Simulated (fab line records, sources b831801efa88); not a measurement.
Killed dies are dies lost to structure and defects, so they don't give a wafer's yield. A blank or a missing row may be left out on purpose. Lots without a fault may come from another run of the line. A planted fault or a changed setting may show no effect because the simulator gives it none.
Which tool did it? | flow sfq_line | 14 lots, 42 wafers sampled, at 5 steps of a route of 325

WHAT THE GAUGES READ, wafer by wafer
SFQ_M1_OVL_MEAS_911. Usual: M1_OVL 0 nm, standard deviation 5.
lot  | measured     | on         | M1_OVL (nm) | flag
L917 | day 22 23:04 | overlay-01 | -3 1 4      |
L918 | day 23 03:53 | overlay-02 | 2 2 -3      |
L919 | day 23 08:41 | overlay-02 | 3 6 5       |
L922 | day 25 01:50 | overlay-01 | 2 -4 2      |
L929 | day 26 18:13 | overlay-01 | 2 1 9       |
L930 | day 26 19:25 | overlay-01 | -3 -1 -9    |
L931 | day 26 23:08 | overlay-01 | -9 -2 -6    |
L934 | day 27 06:20 | overlay-01 | -5 6 1      |
L935 | day 27 07:32 | overlay-02 | 2 0 2       |
L936 | day 27 08:44 | overlay-01 | 4 3 6       |
L937 | day 27 09:56 | overlay-02 | -8 -7 -9    |
L938 | day 27 11:08 | overlay-01 | 5 2 -6      |
L939 | day 27 13:32 | overlay-01 | -1 -1 -2    |
L940 | day 27 17:08 | overlay-02 | 3 0 -2      |

SFQ_I2_OVL_MEAS_918. Usual: I2_OVL 2 nm, standard deviation 5.7.
lot  | measured     | on         | I2_OVL (nm) | flag
L917 | day 42 15:11 | overlay-02 | -6 -5 -7    |
L918 | day 42 21:11 | overlay-01 | 6 12 7      |
L919 | day 42 22:23 | overlay-02 | -6 -6 -6    |
L922 | day 44 16:31 | overlay-02 | 6 12 12     |
L929 | day 46 06:59 | overlay-01 | 1 0 -2      |
L930 | day 46 08:13 | overlay-02 | 2 1 1       |
L931 | day 46 10:35 | overlay-02 | 10 5 4      |
L934 | day 46 16:35 | overlay-01 | 2 3 5       |
L935 | day 46 21:37 | overlay-01 | 8 8 10      |
L936 | day 47 00:01 | overlay-01 | 13 10 10    |
L937 | day 47 01:13 | overlay-02 | 1 1 3       |
L938 | day 47 02:25 | overlay-01 | 7 1 6       |
L939 | day 47 03:37 | overlay-02 | 1 1 -2      |
L940 | day 47 08:25 | overlay-01 | -5 1 -2     |

SFQ_I4_BOW_MEAS_927. Usual: I4_BOW 5 um, standard deviation 9.7.
lot  | measured     | on            | I4_BOW (um)   | flag
L917 | day 50 11:48 | film_metro-02 | 2 4 -4        |
L918 | day 50 14:49 | film_metro-02 | 5 -10 3 - - - |
L919 | day 50 16:31 | film_metro-04 | 9 10 9        |
L922 | day 51 23:48 | film_metro-03 | 11 4 2 - - -  |
L929 | day 62 08:25 | film_metro-03 | 2 0 10        |
L930 | day 62 11:30 | film_metro-03 | -8 -4 -5      |
L931 | day 62 14:28 | film_metro-02 | 9 7 21        |
L934 | day 62 20:28 | film_metro-03 | 11 13 12      |
L935 | day 62 23:28 | film_metro-03 | 30 26 24      |
L936 | day 63 02:03 | film_metro-02 | 4 7 15        |
L937 | day 63 03:01 | film_metro-04 | 9 10 1        |
L938 | day 63 08:26 | film_metro-04 | 6 2 0         |
L939 | day 63 11:25 | film_metro-02 | 6 1 -6        |
L940 | day 63 14:26 | film_metro-02 | 14 5 1        |

WHICH TOOL RAN EACH LOT (tool, then ch and the chambers of the sampled wafers, then the start)
lot  | SFQ_TRILAYER_M1_STRIP_STRIP_043   | SFQ_TRILAYER_I4_CMP_CMP_100
L917 | rie_metal-04 ch 1, day 22 23:17   | cmp-01 ch 1,2, day 50 09:18
L918 | rie_metal-04 ch 0,1, day 23 04:05 | cmp-01 ch 0,1,3, day 50 11:48
L919 | rie_metal-03 ch 0,1, day 23 08:53 | cmp-02 ch 0,3, day 50 13:29
L922 | rie_metal-03 ch 0,1, day 25 02:04 | cmp-01 ch 0,1,2, day 51 20:48
L929 | rie_metal-04 ch 0,1, day 26 18:26 | cmp-01 ch 0,2,3, day 62 05:25
L930 | rie_metal-02 ch 0,1, day 26 19:50 | cmp-01 ch 0,1, day 62 08:28
L931 | rie_metal-02 ch 0,1, day 26 23:22 | cmp-01 ch 0,1,3, day 62 11:58
L934 | rie_metal-02 ch 1, day 27 06:34   | cmp-01 ch 0,2, day 62 17:58
L935 | rie_metal-04 ch 0,1, day 27 07:46 | cmp-01 ch 0,2, day 62 20:28
L936 | rie_metal-03 ch 0, day 27 09:08   | cmp-02 ch 0,1,3, day 63 00:03
L937 | rie_metal-02 ch 0,1, day 27 10:10 | cmp-01 ch 0,2,3, day 63 00:31
L938 | rie_metal-04 ch 0,1, day 27 11:22 | cmp-02 ch 0,2,3, day 63 05:25
L939 | rie_metal-02 ch 0,1, day 27 13:46 | cmp-02 ch 0,2,3, day 63 08:25
L940 | rie_metal-03 ch 0, day 27 17:44   | cmp-02 ch 1,2,3, day 63 12:25
- SFQ_TRILAYER_M1_STRIP_STRIP_043: strips in O2.
- SFQ_TRILAYER_I4_CMP_CMP_100: polishes SiO2.

WHAT THE TOOLS THEMSELVES READ (means of the sampled wafers that have a number; where no wafer has one, the mark that the record gives instead)
SFQ_TRILAYER_M1_STRIP_STRIP_043. Usual: drypump_motor_current_A 6.1 A, standard deviation 0.49; oes_product_au 1.000 a.u., standard deviation 0.008.
lot  | tool         | drypump_motor_current_A (A) | oes_product_au (a.u.) | flag
L917 | rie_metal-04 | 5.2                         | 1.008                 |
L918 | rie_metal-04 | 6.0                         | 1.002                 |
L919 | rie_metal-03 | 6.3                         | 0.987                 |
L922 | rie_metal-03 | 6.3                         | 0.995                 |
L929 | rie_metal-04 | 6.0                         | 0.995                 |
L930 | rie_metal-02 | 6.1                         | 1.008                 |
L931 | rie_metal-02 | 6.0                         | 1.003                 |
L934 | rie_metal-02 | 5.9                         | 1.008                 |
L935 | rie_metal-04 | 6.0                         | 1.004                 |
L936 | rie_metal-03 | 6.6                         | 1.000                 |
L937 | rie_metal-02 | 6.1                         | 1.007                 |
L938 | rie_metal-04 | 6.0                         | 1.002                 |
L939 | rie_metal-02 | 6.2                         | 1.004                 |
L940 | rie_metal-03 | 6.6                         | 1.009                 |

SFQ_TRILAYER_I4_CMP_CMP_100. Usual: edge_zone_pressure_frac 1.000, standard deviation 0.0047; motor_current_A 10.4 A, standard deviation 1.4; slurry_flow_ml_min 149.9, standard deviation 0.49; time_to_endpoint_s 213 s, standard deviation 7.6.
lot  | tool   | edge_zone_pressure_frac | motor_current_A (A) | slurry_flow_ml_min | time_to_endpoint_s (s) | flag
L917 | cmp-01 | 1.003                   | 10.7                | 149.8              | 213                    |
L918 | cmp-01 | 1.000                   | 10.0                | 149.3              | 205                    |
L919 | cmp-02 | 0.997                   | 9.3                 | 150.1              | 214                    |
L922 | cmp-01 | 1.000                   | 10.3                | 149.5              | 213                    |
L929 | cmp-01 | 1.000                   | 9.9                 | 150.1              | 211                    |
L930 | cmp-01 | 1.003                   | 10.0                | 150.2              | 214                    |
L931 | cmp-01 | 1.002                   | 10.0                | 149.8              | 210                    |
L934 | cmp-01 | 1.000                   | 9.6                 | 149.9              | 202                    |
L935 | cmp-01 | 0.997                   | 10.1                | 149.9              | 203                    |
L936 | cmp-02 | 1.006                   | 10.9                | 150.2              | 223                    |
L937 | cmp-01 | 1.001                   | 9.9                 | 149.8              | 210                    |
L938 | cmp-02 | 0.998                   | 10.1                | 150.0              | 207                    |
L939 | cmp-02 | 0.995                   | 9.8                 | 150.1              | 211                    |
L940 | cmp-02 | 1.003                   | 11.4                | 150.4              | 213                    |

THE ANSWER, worked out from the rows above alone
Rule: a lot is off if the mean of its wafers that have a number lies more than 3 standard deviations from the usual mean. A lot without any number at a reading at which 4 lots or more have one is off too. The other lots that the step has rows for count as sound. The gauges are gone through in route order, then the tools' own readings, and for those a lot's mean is taken as printed above. The first step at which some lot is off is used, and at that step the reading that is off furthest; a lot without a number counts as furthest.
No lot is off at any reading shown: from this, nothing can be told.

WHAT THE SIMULATOR HAD PUT IN
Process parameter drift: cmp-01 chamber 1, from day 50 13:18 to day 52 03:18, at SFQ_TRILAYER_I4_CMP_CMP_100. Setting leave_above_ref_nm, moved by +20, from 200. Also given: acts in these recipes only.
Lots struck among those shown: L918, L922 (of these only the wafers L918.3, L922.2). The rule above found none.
